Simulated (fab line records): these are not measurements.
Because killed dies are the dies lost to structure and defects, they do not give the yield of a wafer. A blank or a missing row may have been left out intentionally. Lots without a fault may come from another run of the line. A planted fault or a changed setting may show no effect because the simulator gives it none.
Problem report in the 8D (eight disciplines) form, filled by code | flow sfq-line | the parts of the form that need people (team, actions taken, sign-off) are left out

1. PROBLEM STATEMENT
SFQ_TRILAYER_M0_ETCH_METAL_ETCH_024, run-length-s: mean 135.88 s on 2 wafers (1 lot); fault-free wafers 148.42 s, standard deviation 0.29. That is -43 standard deviations from the usual mean.
The step: etches Nb in Cl2/Ar, stops on SiO2, target depth 240 nm, time 120 s.
First observed at day 13 15:55: wafer L996.1, on rie-metal-04. The record holds 15 wafers of 5 lots with a number at this step. The rule behind "out" and "out of limits": a value lying over 4 standard deviations away from the usual mean. The other wafers with a number count as sound.

2. WHAT THIS IS AND IS NOT
question                    | is                           | is not
which readings at this step | run-length-s, oes-product-au | chamber-pressure-mTorr, drypump-motor-current-A
which lots                  | L996                         | L102, L986, L991, L997
which wafers of those lots  | L996.1, L996.5               | L996.4
read on which tools         | rie-metal-04                 | rie-metal-01
when                        | from day 13 15:55            | up to then (7 sound wafers); but 6 sound wafers of L102, L997 came after

3. THE SUSPECTS, EACH WITH WHAT RULES IT OUT
Counting: a tool at a process step up to the reading stays a suspect if it ran every lot that is out. Sound lots after the first of them don't rule it out here, since some wafers of a struck lot are sound.
- pvd-sputter-04 at SFQ_TRILAYER_M0_DEP_SPUTTER_019 (material Nb, target thk 200 nm, time 133.3 s): kept. The lot that is out, L996, ran on it at day 11 11:13; the last sound lot it ran before that was L991, at day 9 18:39.
- rie-metal-04 at SFQ_TRILAYER_M0_BARC_OPEN_METAL_ETCH_031 (etches BARC in O2, target depth 125 nm, time 41.7 s): kept. The lot that is out, L996, ran on it at day 13 15:52; the last sound lot it ran before that was L991, at day 13 08:40.
- rie-metal-04 at SFQ_TRILAYER_M0_ETCH_METAL_ETCH_024 (etches Nb in Cl2/Ar, stops on SiO2, target depth 240 nm, time 120 s): kept. The lot that is out, L996, ran on it at day 13 15:55; the last sound lot it ran before that was L991, at day 13 08:43. Out on those wafers are its own readings of oes-product-au, run-length-s.
pvd-sputter-04 at SFQ_TRILAYER_M0_DEP_SPUTTER_019, rie-metal-04 at SFQ_TRILAYER_M0_BARC_OPEN_METAL_ETCH_031 and rie-metal-04 at SFQ_TRILAYER_M0_ETCH_METAL_ETCH_024 are what is left after counting.

4. THE CAUSE (what the simulator had put in)
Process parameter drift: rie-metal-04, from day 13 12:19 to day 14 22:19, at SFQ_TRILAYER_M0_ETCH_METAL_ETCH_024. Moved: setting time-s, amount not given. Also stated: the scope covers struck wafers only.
Counting left 3 suspects, and this tool is among them.

5. THE EFFECT CHAIN, in route order
Rows list readings where the struck wafers' mean (over those with a number) sits beyond 3 standard deviations from the usual. Readings are gone through only where the record gives a usual standard deviation; hours: the median, over the lots, of the time from a lot's start at the first step in this table giving one to that lot's start at this step; sigmas: the change measured in usual standard deviations.
hours | step                                | reading        | usual      | on struck wafers | change | sigmas
0     | SFQ_TRILAYER_M0_ETCH_METAL_ETCH_024 | oes-product-au | 0.898 a.u. | 0.996            | +0.098 | +13
0     | SFQ_TRILAYER_M0_ETCH_METAL_ETCH_024 | run-length-s   | 148.42 s   | 135.88           | -12.54 | -43
Its process steps:
- SFQ_TRILAYER_M0_ETCH_METAL_ETCH_024: etches Nb in Cl2/Ar, stops on SiO2, target depth 240 nm, time 120 s.

6. WHAT WOULD HAVE CAUGHT IT SOONER
First out-of-limits reading in this record: day 13 15:55, which is 4 hours after fault onset at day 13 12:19.
